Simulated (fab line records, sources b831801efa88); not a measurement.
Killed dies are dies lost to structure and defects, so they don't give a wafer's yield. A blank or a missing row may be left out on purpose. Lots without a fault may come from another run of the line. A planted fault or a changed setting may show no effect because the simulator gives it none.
One fault seen from 2 desks | flow gf180mcu | each desk has only its own numbers; what lay behind them comes last

THE METROLOGY DESK
What the gauges read, lot by lot, whatever tool the lot ran on: means of the sampled wafers that have a number. A lot is out of limits, marked OUT, if its mean lies more than 4 standard deviations from the usual mean; the brackets give that distance.
Columns: A = cd_nm at GF_M4_CD_MEAS_14, usual 279.6 nm; B = M4_OVL at GF_M4_OVL_MEAS_15, usual 1 nm
lot  | first seen here | A     | B
L601 | day 23 11:49    | 279.0 | 0
L603 | day 23 22:33    | 278.8 | 5
L604 | day 24 06:49    | 280.3 | 3
L605 | day 24 08:57    | 280.9 | 1
L606 | day 25 00:09    | 280.0 | -3
L610 | day 26 15:51    | 281.2 | 1
L602 | day 26 21:42    | 280.7 | 1
L611 | day 27 00:07    | 278.6 | 3
L617 | day 28 17:03    | 279.2 | 3
L618 | day 29 00:52    | 279.2 | 0
L619 | day 29 07:36    | 277.8 | 2
L620 | day 29 16:04    | 279.2 | -1
L623 | day 30 07:19    | 278.4 | -5
L624 | day 30 17:21    | 276.9 | 4
This desk's finding: nothing out of limits on any of the 14 lots.

THE TOOL OWNER'S DESK: litho_track-03
The tool's own readings at GF_VT_IMPLANT_DEVELOP_06 (develop time 60 s): means of the sampled wafers that have a number, for each lot that ran on this tool. A lot is out of limits, marked OUT, if its mean lies more than 4 standard deviations from the usual mean; the brackets give that distance.
Columns: A = developer_temp_C at GF_VT_IMPLANT_DEVELOP_06, usual 22.97 C
lot  | first seen here | A
L605 | day 6 09:28     | 23.05
L606 | day 6 19:31     | 22.90
L610 | day 7 23:55     | 23.01
L611 | day 8 11:13     | 22.98
This desk's finding: nothing out of limits on any of the 4 lots.

PUT TOGETHER
The metrology desk saw nothing out of limits.
The tool owner's desk saw nothing out of limits.

WHAT THE SIMULATOR HAD PUT IN
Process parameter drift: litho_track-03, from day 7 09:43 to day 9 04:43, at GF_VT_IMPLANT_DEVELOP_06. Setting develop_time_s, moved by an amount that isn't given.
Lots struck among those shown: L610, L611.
